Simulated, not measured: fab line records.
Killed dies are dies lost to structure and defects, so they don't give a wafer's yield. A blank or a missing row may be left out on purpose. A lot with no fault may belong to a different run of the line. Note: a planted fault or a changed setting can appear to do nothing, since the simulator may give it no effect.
Which of the tools did it? || flow gf180mcu || 14 lots, 42 wafers sampled, at 5 steps of a route of 602

== WHAT THE GAUGES SHOWED, per wafer ==
GF_NWELL_OVL_MEAS_07. Usual: for NWELL_OVL the level is 1.0 nm and the standard deviation is 1.4.
{"lot": "L564", "measured": "day 3 07:06", "on": "overlay-01", "NWELL_OVL (nm)": "0.4 0.1 1.4", "flag": ""}
{"lot": "L565", "measured": "day 3 15:05", "on": "overlay-02", "NWELL_OVL (nm)": "-2.3 -1.4 -0.3", "flag": ""}
{"lot": "L567", "measured": "day 3 23:33", "on": "overlay-01", "NWELL_OVL (nm)": "1.9 2.1 3.3", "flag": ""}
{"lot": "L568", "measured": "day 4 03:46", "on": "overlay-02", "NWELL_OVL (nm)": "0.0 0.2 1.4", "flag": ""}
{"lot": "L569", "measured": "day 4 08:38", "on": "overlay-02", "NWELL_OVL (nm)": "1.7 2.7 1.5", "flag": ""}
{"lot": "L570", "measured": "day 5 01:08", "on": "overlay-01", "NWELL_OVL (nm)": "3.0 3.7 2.7", "flag": ""}
{"lot": "L571", "measured": "day 5 01:19", "on": "overlay-02", "NWELL_OVL (nm)": "0.7 -0.8 -1.9", "flag": ""}
{"lot": "L572", "measured": "day 5 05:14", "on": "overlay-01", "NWELL_OVL (nm)": "0.1 1.4 3.5", "flag": ""}
{"lot": "L573", "measured": "day 5 07:45", "on": "overlay-02", "NWELL_OVL (nm)": "0.4 -0.1 1.2", "flag": ""}
{"lot": "L574", "measured": "day 5 17:54", "on": "overlay-02", "NWELL_OVL (nm)": "1.8 -1.0 0.2", "flag": ""}
{"lot": "L575", "measured": "day 5 21:48", "on": "overlay-02", "NWELL_OVL (nm)": "-0.9 -0.7 -0.6", "flag": ""}
{"lot": "L579", "measured": "day 6 15:24", "on": "overlay-01", "NWELL_OVL (nm)": "-76.1 -77.9 -77.7", "flag": "OFF"}
{"lot": "L581", "measured": "day 7 03:49", "on": "overlay-02", "NWELL_OVL (nm)": "-79.5 -77.9 -78.8", "flag": "OFF"}
{"lot": "L585", "measured": "day 8 01:45", "on": "overlay-02", "NWELL_OVL (nm)": "-0.2 1.1 1.6", "flag": ""}

GF_CONTACT_OVL_MEAS_15. Usual: for CONTACT_OVL the level is -1 nm and the standard deviation is 5.3.
{"lot": "L564", "measured": "day 15 19:13", "on": "overlay-02", "CONTACT_OVL (nm)": "0 -3 0", "flag": ""}
{"lot": "L565", "measured": "day 16 09:23", "on": "overlay-02", "CONTACT_OVL (nm)": "19 3 2", "flag": ""}
{"lot": "L567", "measured": "day 16 19:31", "on": "overlay-02", "CONTACT_OVL (nm)": "1 -3 -1", "flag": ""}
{"lot": "L568", "measured": "day 17 05:41", "on": "overlay-01", "CONTACT_OVL (nm)": "4 -1 1", "flag": ""}
{"lot": "L569", "measured": "day 17 17:19", "on": "overlay-01", "CONTACT_OVL (nm)": "-4 -1 4", "flag": ""}
{"lot": "L570", "measured": "day 18 16:43", "on": "overlay-01", "CONTACT_OVL (nm)": "-9 -5 -3", "flag": ""}
{"lot": "L571", "measured": "day 18 19:11", "on": "overlay-01", "CONTACT_OVL (nm)": "0 -2 -6", "flag": ""}
{"lot": "L572", "measured": "day 19 01:13", "on": "overlay-02", "CONTACT_OVL (nm)": "0 4 8", "flag": ""}
{"lot": "L573", "measured": "day 19 08:04", "on": "overlay-02", "CONTACT_OVL (nm)": "4 4 0", "flag": ""}
{"lot": "L574", "measured": "day 20 02:49", "on": "overlay-02", "CONTACT_OVL (nm)": "-3 1 6", "flag": ""}
{"lot": "L575", "measured": "day 20 04:43", "on": "overlay-01", "CONTACT_OVL (nm)": "-5 -5 -7", "flag": ""}
{"lot": "L579", "measured": "day 21 11:31", "on": "overlay-02", "CONTACT_OVL (nm)": "-11 -10 -13", "flag": ""}
{"lot": "L581", "measured": "day 22 07:54", "on": "overlay-01", "CONTACT_OVL (nm)": "-1 3 -7", "flag": ""}
{"lot": "L585", "measured": "day 23 18:19", "on": "overlay-02", "CONTACT_OVL (nm)": "-6 -3 -10", "flag": ""}

GF_M3_OVL_MEAS_15. Usual: for M3_OVL the level is -1 nm and the standard deviation is 5.6.
{"lot": "L564", "measured": "day 21 01:37", "on": "overlay-01", "M3_OVL (nm)": "-11 -10 -2", "flag": ""}
{"lot": "L565", "measured": "day 21 16:13", "on": "overlay-01", "M3_OVL (nm)": "-9 -7 -1", "flag": ""}
{"lot": "L567", "measured": "day 22 03:41", "on": "overlay-02", "M3_OVL (nm)": "4 -5 -13", "flag": ""}
{"lot": "L568", "measured": "day 22 12:16", "on": "overlay-01", "M3_OVL (nm)": "-6 -4 -6", "flag": ""}
{"lot": "L569", "measured": "day 22 23:38", "on": "overlay-02", "M3_OVL (nm)": "-3 6 -2", "flag": ""}
{"lot": "L570", "measured": "day 23 22:37", "on": "overlay-02", "M3_OVL (nm)": "6 8 10", "flag": ""}
{"lot": "L571", "measured": "day 23 23:55", "on": "overlay-01", "M3_OVL (nm)": "3 -2 -3", "flag": ""}
{"lot": "L572", "measured": "day 24 05:59", "on": "overlay-02", "M3_OVL (nm)": "1 6 2", "flag": ""}
{"lot": "L573", "measured": "day 24 11:40", "on": "overlay-02", "M3_OVL (nm)": "0 1 -1", "flag": ""}
{"lot": "L574", "measured": "day 25 04:44", "on": "overlay-01", "M3_OVL (nm)": "0 -4 -6", "flag": ""}
{"lot": "L575", "measured": "day 25 06:28", "on": "overlay-02", "M3_OVL (nm)": "0 -6 3", "flag": ""}
{"lot": "L579", "measured": "day 26 10:41", "on": "overlay-01", "M3_OVL (nm)": "5 -7 -7", "flag": ""}
{"lot": "L581", "measured": "day 27 05:37", "on": "overlay-01", "M3_OVL (nm)": "-3 -4 -6", "flag": ""}
{"lot": "L585", "measured": "day 28 11:49", "on": "overlay-01", "M3_OVL (nm)": "-4 -5 -4", "flag": ""}

GF_V3_OVL_MEAS_15. Usual: for V3_OVL the level is -1 nm and the standard deviation is 5.1.
{"lot": "L564", "measured": "day 22 02:23", "on": "overlay-02", "V3_OVL (nm)": "3 0 -2", "flag": ""}
{"lot": "L565", "measured": "day 22 16:37", "on": "overlay-01", "V3_OVL (nm)": "1 -1 -9", "flag": ""}
{"lot": "L567", "measured": "day 23 03:50", "on": "overlay-02", "V3_OVL (nm)": "3 -10 -7", "flag": ""}
{"lot": "L568", "measured": "day 23 12:28", "on": "overlay-01", "V3_OVL (nm)": "-2 -4 3", "flag": ""}
{"lot": "L569", "measured": "day 23 23:34", "on": "overlay-01", "V3_OVL (nm)": "1 2 -3", "flag": ""}
{"lot": "L570", "measured": "day 24 21:59", "on": "overlay-02", "V3_OVL (nm)": "-3 -4 -5", "flag": ""}
{"lot": "L571", "measured": "day 24 23:13", "on": "overlay-01", "V3_OVL (nm)": "-2 -4 -4", "flag": ""}
{"lot": "L572", "measured": "day 25 04:40", "on": "overlay-02", "V3_OVL (nm)": "-3 -5 -4", "flag": ""}
{"lot": "L573", "measured": "day 25 09:47", "on": "overlay-01", "V3_OVL (nm)": "0 -4 5", "flag": ""}
{"lot": "L574", "measured": "day 26 03:59", "on": "overlay-02", "V3_OVL (nm)": "-12 -13 -10", "flag": ""}
{"lot": "L575", "measured": "day 26 05:32", "on": "overlay-01", "V3_OVL (nm)": "-2 -4 8", "flag": ""}
{"lot": "L579", "measured": "day 27 09:05", "on": "overlay-02", "V3_OVL (nm)": "2 -5 2", "flag": ""}
{"lot": "L581", "measured": "day 28 04:10", "on": "overlay-01", "V3_OVL (nm)": "-1 -5 -4", "flag": ""}
{"lot": "L585", "measured": "day 29 08:25", "on": "overlay-02", "V3_OVL (nm)": "-2 1 -2", "flag": ""}

== TOOL THAT RAN EACH LOT (tool first, then ch and the chambers of the sampled wafers, then the start) ==
{"lot": "L564", "GF_NWELL_EXPOSE_04": "iline stepper-02 ch 0, day 3 00:48"}
{"lot": "L565", "GF_NWELL_EXPOSE_04": "iline stepper-01 ch 0, day 3 09:19"}
{"lot": "L567", "GF_NWELL_EXPOSE_04": "iline stepper-02 ch 0, day 3 17:48"}
{"lot": "L568", "GF_NWELL_EXPOSE_04": "iline stepper-02 ch 0, day 3 21:23"}
{"lot": "L569", "GF_NWELL_EXPOSE_04": "iline stepper-01 ch 0, day 4 01:52"}
{"lot": "L570", "GF_NWELL_EXPOSE_04": "iline stepper-01 ch 0, day 4 18:14"}
{"lot": "L571", "GF_NWELL_EXPOSE_04": "iline stepper-02 ch 0, day 4 18:43"}
{"lot": "L572", "GF_NWELL_EXPOSE_04": "iline stepper-01 ch 0, day 4 23:01"}
{"lot": "L573", "GF_NWELL_EXPOSE_04": "iline stepper-01 ch 0, day 5 01:27"}
{"lot": "L574", "GF_NWELL_EXPOSE_04": "iline stepper-01 ch 0, day 5 10:58"}
{"lot": "L575", "GF_NWELL_EXPOSE_04": "iline stepper-01 ch 0, day 5 15:42"}
{"lot": "L579", "GF_NWELL_EXPOSE_04": "iline stepper-01 ch 0, day 6 08:38"}
{"lot": "L581", "GF_NWELL_EXPOSE_04": "iline stepper-01 ch 0, day 6 20:31"}
{"lot": "L585", "GF_NWELL_EXPOSE_04": "iline stepper-02 ch 0, day 7 17:49"}
- GF_NWELL_EXPOSE_04: exposes mask Nwell, target cd 860 nm.

== WHAT THE TOOLS THEMSELVES READ (means of the sampled wafers that have a number; where no wafer has one, the mark that the record gives instead) ==
GF_NWELL_EXPOSE_04. Usual: reticle temp C at 23.01 C, with a standard deviation of 0.099.
{"lot": "L564", "tool": "iline stepper-02", "reticle temp C (C)": 22.99, "flag": ""}
{"lot": "L565", "tool": "iline stepper-01", "reticle temp C (C)": 23.03, "flag": ""}
{"lot": "L567", "tool": "iline stepper-02", "reticle temp C (C)": 23.00, "flag": ""}
{"lot": "L568", "tool": "iline stepper-02", "reticle temp C (C)": 22.91, "flag": ""}
{"lot": "L569", "tool": "iline stepper-01", "reticle temp C (C)": 22.90, "flag": ""}
{"lot": "L570", "tool": "iline stepper-01", "reticle temp C (C)": 23.14, "flag": ""}
{"lot": "L571", "tool": "iline stepper-02", "reticle temp C (C)": 23.02, "flag": ""}
{"lot": "L572", "tool": "iline stepper-01", "reticle temp C (C)": 23.07, "flag": ""}
{"lot": "L573", "tool": "iline stepper-01", "reticle temp C (C)": 22.98, "flag": ""}
{"lot": "L574", "tool": "iline stepper-01", "reticle temp C (C)": 23.05, "flag": ""}
{"lot": "L575", "tool": "iline stepper-01", "reticle temp C (C)": 22.96, "flag": ""}
{"lot": "L579", "tool": "iline stepper-01", "reticle temp C (C)": 23.07, "flag": ""}
{"lot": "L581", "tool": "iline stepper-01", "reticle temp C (C)": 22.97, "flag": ""}
{"lot": "L585", "tool": "iline stepper-02", "reticle temp C (C)": 23.13, "flag": ""}

== THE ANSWER, worked out from the rows above alone ==
Rule: take the mean of a lot's wafers that have a number; if it is more than 3 standard deviations from the usual mean, the lot is off. A lot without any number at a reading at which 4 lots or more have one is off too. All remaining lots with rows at the step are treated as sound. First the gauges in route order, then the tools' own readings, where a lot's mean is used as printed above. At the first step where some lot is off, the reading lying furthest off is the one used; lots without a number count as furthest.
Off: at GF_NWELL_OVL_MEAS_07 (NWELL_OVL), L579, L581.
If a tool, at a process step before that reading, ran all the lots that are off and no sound lot after the first of them, it fits. Those tools and the gauges at GF_NWELL_OVL_MEAS_07 are tried in the same way. One candidate fits, namely iline stepper-01 at GF_NWELL_EXPOSE_04. A fault onset in the window from L575 (day 5 15:42, its last sound lot) to L579 (day 6 08:38, its first lot off) fits.

== WHAT THE SIMULATOR PUT IN ==
Scanner matching overlay: iline stepper-01, from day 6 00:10 on, at GF_NWELL_EXPOSE_04. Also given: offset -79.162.
Struck lots among those shown: L579, L581. The rule above reached the same finding.
